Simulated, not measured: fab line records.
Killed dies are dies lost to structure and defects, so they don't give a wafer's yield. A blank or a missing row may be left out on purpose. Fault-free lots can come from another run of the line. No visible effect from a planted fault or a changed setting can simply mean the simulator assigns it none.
Matching of chambers    flow gf180mcu    GF_V3_CMP_04 on cmp-02: 4 sister chambers
The step polishes SiO2. 14 wafers are shown with their chamber, then 7 later ones without.

## WAFERS WITH THEIR CHAMBER
wafer   chamber  motor-current-A (A)  time-to-endpoint-s (s)
L856.2  1        10.9                 71
L856.3  3        14.3                 73
L856.4  0        11.3                 74
L857.3  3        13.9                 71
L857.4  0        11.8                 80
L857.6  0        12.4                 78
L858.2  1        10.9                 78
L858.3  3        13.3                 73
L858.6  0        11.7                 81
L859.1  2        11.7                 79
L859.3  1        10.7                 84
L859.4  0        11.5                 89
L861.1  3        13.8                 73
L861.3  2        12.4                 78

SIGNATURES (means of the wafers above)
reading             chamber 0  chamber 1  chamber 2  chamber 3  scatter within a chamber
motor-current-A     11.740     10.833     12.050     13.825     0.384
time-to-endpoint-s  80.40      77.67      78.50      72.50      4.58
Rule: a wafer's distance from a chamber is the root of the sum, over the readings, of the square of ((its reading less the chamber's mean) divided by the reading's scatter). If the next closest chamber is less than 2 further off than the closest, the wafer can't be placed; otherwise it belongs to the closest. How the scatter is found: for the shown wafers, subtract from each reading the mean of its chamber, square and add these, divide the total by (wafers less chambers), then take the root.

## WAFERS WITHOUT THEIR CHAMBER
wafer   motor-current-A (A)  time-to-endpoint-s (s)
L861.4  10.5                 78
L866.1  10.7                 85
L866.2  13.6                 80
L866.5  12.3                 85
L867.3  13.8                 70
L867.4  10.9                 78
L867.5  11.8                 78

## WHICH CHAMBER EACH WENT THROUGH
wafer   from the rows above           in truth
L861.4  1                             1
L866.1  can't be placed: 1 or 0       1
L866.2  3                             3
L866.5  can't be placed: 2 or 0       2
L867.3  3                             3
L867.4  1                             1
L867.5  can't be placed: 0 or 2 or 1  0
Correct placement for 4 of the 7. Cannot be placed on the basis of these rows: 3; the candidates contain the true chamber in 3. Number placed wrongly: 0.
